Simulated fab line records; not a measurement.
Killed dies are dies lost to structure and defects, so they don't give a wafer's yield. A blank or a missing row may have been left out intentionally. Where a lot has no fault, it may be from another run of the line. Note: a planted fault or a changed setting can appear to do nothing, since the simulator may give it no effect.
What tool caused it? | flow gf180mcu | Sampling: 13 lots, 38 wafers, 5 of 602 route steps

## WHAT THE GAUGES SHOWED, per wafer
GF_STI_CD_MEAS_12: target cd 220 nm.
lot  | measured    | on        | cd-nm (nm)
L816 | day 2 06:18 | cd-sem-01 | 219.6 220.2 221.3
L817 | day 2 11:01 | cd-sem-01 | 221.0 220.4 221.6
L818 | day 2 17:27 | cd-sem-02 | 218.8 218.8 219.4
L819 | day 2 21:22 | cd-sem-02 | 221.2 221.0 221.2
L820 | day 3 02:55 | cd-sem-02 | 218.7 218.3 219.1
L821 | day 3 08:13 | cd-sem-01 | 221.3 221.7 219.7
L822 | day 3 13:22 | cd-sem-02 | 220.7 220.1 220.4
L823 | day 3 20:31 | cd-sem-01 | 218.5 216.8 218.7
L827 | day 4 20:58 | cd-sem-01 | 219.3 217.8
L834 | day 6 03:28 | cd-sem-02 | 219.6 219.4 218.9
L835 | day 6 08:38 | cd-sem-02 | 219.3 218.9 219.9
L837 | day 6 18:49 | cd-sem-01 | 220.8 220.3 222.0
L838 | day 7 00:55 | cd-sem-02 | 221.3 221.6 221.6

GF_VT_IMPLANT_TW_MEAS_43.
lot  | measured     | on            | VT_IMPLANT_4_TW
L816 | day 7 19:52  | film-metro-01 | 701 695 700
L817 | day 7 22:02  | film-metro-02 | 696 691 689
L818 | day 8 09:32  | film-metro-02 | 691 691 693
L819 | day 9 04:48  | film-metro-01 | 701 695 697
L820 | day 9 04:41  | film-metro-02 | 697 697 694
L821 | day 9 22:12  | film-metro-02 | 692 695 690
L822 | day 9 19:38  | film-metro-02 | 691 690 692
L823 | day 10 06:00 | film-metro-02 | 690 693 692
L827 | day 11 07:20 | film-metro-01 | 712 700 712 695
L834 | day 12 23:15 | film-metro-01 | 695 695 699
L835 | day 13 03:54 | film-metro-02 | 696 690 694
L837 | day 13 17:41 | film-metro-01 | 691 696 695
L838 | day 14 04:23 | film-metro-01 | 705 699 701

GF_DUAL_GATE_THK_MEAS_03.
lot  | measured     | on            | DUAL_GATE_OXIDATION_00_THK (nm)
L816 | day 7 22:12  | film-metro-02 | 11.01 11.19 11.24
L817 | day 8 02:19  | film-metro-03 | 11.30 11.47 11.22
L818 | day 8 12:43  | film-metro-02 | 10.96 11.01 10.97
L819 | day 9 07:08  | film-metro-03 | 10.86 10.88 10.82
L820 | day 9 07:01  | film-metro-01 | 11.10 11.17 11.13
L821 | day 10 00:36 | film-metro-01 | 10.84 10.94 10.81
L822 | day 9 22:05  | film-metro-03 | 11.23 11.24 11.15
L823 | day 10 10:26 | film-metro-03 | 10.97 10.89 10.90
L827 | day 11 13:57 | film-metro-03 | 11.03 11.00
L834 | day 13 01:40 | film-metro-02 | 10.64 10.80 10.82
L835 | day 13 06:14 | film-metro-01 | 10.68 10.61 10.45
L837 | day 13 21:05 | film-metro-02 | 10.56 10.64 10.71
L838 | day 14 07:35 | film-metro-02 | 11.21 11.18 11.31

## EACH LOT AND THE TOOL THAT RAN IT (in order: tool; ch and the chambers of the sampled wafers; start)
lot  | GF_VT_IMPLANT_STRIP_09               | GF_VT_IMPLANT_IMPLANT_41
L816 | plasma-asher-03 ch 0,1, day 5 20:32  | implanter-04 ch 0, day 7 19:38
L817 | plasma-asher-03 ch 0,1, day 5 23:08  | implanter-03 ch 0, day 7 21:47
L818 | plasma-asher-04 ch 0,1, day 6 09:24  | implanter-01 ch 0, day 8 09:17
L819 | plasma-asher-04 ch 0,1, day 7 02:45  | implanter-01 ch 0, day 9 04:33
L820 | plasma-asher-03 ch 0,1, day 7 02:32  | implanter-04 ch 0, day 9 04:26
L821 | plasma-asher-02 ch 0,1, day 7 18:48  | implanter-03 ch 0, day 9 21:58
L822 | plasma-asher-03 ch 0,1, day 7 16:08  | implanter-03 ch 0, day 9 19:23
L823 | plasma-asher-03 ch 0,1, day 8 01:56  | implanter-03 ch 0, day 10 05:46
L827 | plasma-asher-02 ch 0,1, day 9 01:22  | implanter-03 ch 0, day 11 07:07
L834 | plasma-asher-04 ch 0,1, day 10 14:08 | implanter-04 ch 0, day 12 23:00
L835 | plasma-asher-02 ch 0,1, day 10 18:30 | implanter-04 ch 0, day 13 03:39
L837 | plasma-asher-02 ch 1, day 11 07:14   | implanter-03 ch 0, day 13 17:26
L838 | plasma-asher-02 ch 0,1, day 11 16:30 | implanter-01 ch 0, day 14 04:08
- GF_VT_IMPLANT_STRIP_09: strips in O2/N2.
- GF_VT_IMPLANT_IMPLANT_41

## AS READ BY THE TOOLS THEMSELVES (means over the sampled wafers that have a number; for cases with no such wafer, the mark the record gives instead)
GF_VT_IMPLANT_STRIP_09.
lot  | tool            | drypump-motor-current-A (A) | heater-power-w (W) | oes-product-au (a.u.) | strip-time-to-endpoint-s (s)
L816 | plasma-asher-03 | 5.6                         | 371                | 0.715                 | 12.66
L817 | plasma-asher-03 | 5.6                         | 397                | 0.720                 | 12.68
L818 | plasma-asher-04 | 5.7                         | 308                | 0.716                 | 12.62
L819 | plasma-asher-04 | 5.6                         | 309                | 0.719                 | 12.64
L820 | plasma-asher-03 | 5.6                         | 397                | 0.718                 | 12.60
L821 | plasma-asher-02 | 5.9                         | 295                | 0.713                 | 12.57
L822 | plasma-asher-03 | 5.6                         | 398                | 0.714                 | 12.66
L823 | plasma-asher-03 | 5.6                         | 397                | 0.720                 | 12.69
L827 | plasma-asher-02 | 6.0                         | 296                | 0.720                 | 12.63
L834 | plasma-asher-04 | 5.6                         | 308                | 0.717                 | 12.62
L835 | plasma-asher-02 | 6.0                         | 296                | 0.716                 | 12.62
L837 | plasma-asher-02 | 6.0                         | 297                | 0.715                 | 12.61
L838 | plasma-asher-02 | 5.9                         | 295                | 0.716                 | 12.64

GF_VT_IMPLANT_IMPLANT_41.
lot  | tool         | beam-on-s (s) | faraday-current-uA
L816 | implanter-04 | 9.91          | 5.77
L817 | implanter-03 | 9.96          | 5.74
L818 | implanter-01 | 9.86          | 5.80
L819 | implanter-01 | 10.00         | 5.73
L820 | implanter-04 | 10.09         | 5.67
L821 | implanter-03 | 10.06         | 5.67
L822 | implanter-03 | 10.17         | 5.61
L823 | implanter-03 | 9.94          | 5.74
L827 | implanter-03 | 10.45         | 5.48
L834 | implanter-04 | 10.08         | 5.65
L835 | implanter-04 | 10.06         | 5.69
L837 | implanter-03 | 9.96          | 5.71
L838 | implanter-01 | 9.99          | 5.72

## THE ANSWER, worked out from the rows above alone
Rule: usual is defined by the lots themselves. Put in order of their means at a reading, lots are off if they are a third of the lots or fewer, leave a main group of 4 or more, and stand apart from it by a gap of 3 or more times the standard deviation of the main group's means; of several such gaps the widest counts. If all means in a main group match to the digits the tables above print for the reading, that group is not used. A lot without any number at a reading at which 4 lots or more have one is off too. The other lots that the step has rows for count as sound. Order of review: gauges by route order, followed by the tools' own readings, for which a lot's mean as printed above is used. At the first step where some lot is off, the reading lying furthest off is the one used; lots without a number count as furthest.
Off: L827, at GF_VT_IMPLANT_IMPLANT_41 (beam-on-s). Main group: mean 10.01 s, sd 0.084.
A tool fits if, at that step or a process step before it, it ran every lot that is off, and no sound lot after the first of them. None of those tried fits.

## WHAT THE SIMULATOR PUT IN
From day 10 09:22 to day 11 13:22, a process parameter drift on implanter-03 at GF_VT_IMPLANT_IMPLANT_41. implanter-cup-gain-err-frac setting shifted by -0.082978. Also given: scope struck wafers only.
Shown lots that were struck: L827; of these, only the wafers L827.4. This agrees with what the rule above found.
